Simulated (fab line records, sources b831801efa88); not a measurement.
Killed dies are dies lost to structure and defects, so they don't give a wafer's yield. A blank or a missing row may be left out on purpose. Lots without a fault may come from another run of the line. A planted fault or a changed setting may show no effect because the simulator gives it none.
One fault seen from 2 desks | flow sky130 | each desk has only its own numbers; what lay behind them comes last

THE TOOL OWNER'S DESK: pvd_sputter-02
The tool's own readings at SKY_METAL1_SPUTTER_01 (material TiN, target thk 20 nm, time 16.7 s): means of the sampled wafers that have a number, for each lot that ran on this tool. A lot is out of limits, marked OUT, if its mean lies more than 4 standard deviations from the usual mean; the brackets give that distance.
Columns: A = cathode_dc_power_W at SKY_METAL1_SPUTTER_01, usual 6499.9 W; B = throttle_valve_pct at SKY_METAL1_SPUTTER_01, usual 30.4 %
lot  | first seen here | A                        | B
L705 | day 31 17:58    | 6500.6                   | 30.7
L723 | day 37 16:15    | 6161.0 (-99 or more) OUT | 30.4
L724 | day 37 21:05    | 6161.0 (-99 or more) OUT | 30.8
This desk's finding: out of limits on L723, L724; first on L723, day 37 16:15 (cathode_dc_power_W at SKY_METAL1_SPUTTER_01). In limits: L705.

THE METROLOGY DESK
What the gauges read, lot by lot, whatever tool the lot ran on: means of the sampled wafers that have a number. A lot is out of limits, marked OUT, if its mean lies more than 4 standard deviations from the usual mean; the brackets give that distance.
Columns: A = CONTACT_W_RS at SKY_CONTACT_RS_MEAS_25, usual 0.338 ohm/sq; B = CONTACT_W_THK at SKY_CONTACT_THK_MEAS_26, usual 354 nm
lot  | first seen here | A     | B
L705 | day 31 16:32    | 0.339 | 352
L720 | day 36 16:58    | 0.342 | 345
L722 | day 37 13:59    | 0.343 | 353
L723 | day 37 15:46    | 0.338 | 357
L724 | day 37 20:35    | 0.339 | 356
L727 | day 38 12:38    | 0.337 | 355
This desk's finding: nothing out of limits on any of the 6 lots.

PUT TOGETHER
The tool owner's desk could have raised an alarm at day 37 16:15, on L723, L724.
The metrology desk saw nothing out of limits.
The metrology desk has L723, L724 on record, within its limits.
Of the lots named, all ran SKY_METAL1_SPUTTER_01 on pvd_sputter-02.

WHAT THE SIMULATOR HAD PUT IN
Process parameter drift: pvd_sputter-02, from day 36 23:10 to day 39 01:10, at SKY_METAL1_SPUTTER_01. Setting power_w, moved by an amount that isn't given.
Lots struck among those shown: L723, L724.
Hours from the fault's start to each desk's first reading out of limits: the tool owner's desk, 17.
